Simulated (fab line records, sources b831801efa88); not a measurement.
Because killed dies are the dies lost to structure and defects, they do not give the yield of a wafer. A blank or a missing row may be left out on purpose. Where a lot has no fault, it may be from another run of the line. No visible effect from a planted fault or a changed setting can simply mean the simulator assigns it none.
Matching of chambers -- flow gf180mcu -- hdpcvd-01 running GF_V3_CVD_00: 3 sister chambers
The step deposits SiO2, target thk 600 nm, time 100 s. 3 wafers are shown with their chamber, then 7 later ones without.

== EACH WAFER AND ITS CHAMBER ==
wafer,chamber,sih4-flow-sccm (sccm)
L602.6,0,60.14
L607.1,2,59.94
L607.3,1,59.96

== WAFERS WHOSE CHAMBER IS MISSING ==
wafer,sih4-flow-sccm (sccm)
L607.6,59.89
L612.2,59.95
L612.4,60.05
L612.5,60.03
L615.1,60.51
L615.4,60.13
L615.5,59.90

== WHICH CHAMBER EACH WENT THROUGH ==
wafer,from the rows above,in truth
L607.6,can't be placed: 2 or 1 or 0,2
L612.2,can't be placed: 1 or 2 or 0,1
L612.4,can't be placed: 1 or 0 or 2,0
L612.5,can't be placed: 1 or 2 or 0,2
L615.1,can't be placed: 0 or 1 or 2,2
L615.4,can't be placed: 0 or 1 or 2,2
L615.5,can't be placed: 2 or 1 or 0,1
Correct placement for 0 of the 7. These rows do not allow placing 7 (true chamber among the candidates in 7). 0 placed wrongly.
How it was worked out, from the rows above alone: a wafer's distance from a chamber is the root of the sum, over the readings, of the square of ((its reading less the chamber's mean) divided by the reading's scatter). The wafer belongs to the nearest chamber; if the next one is less than 2 further off, it can't be placed. For every chamber, the mean is computed from those of its wafers that are shown. The scatter: with one shown wafer a chamber, the root of the mean of the squares of how far each hidden wafer lies from its nearest shown one.
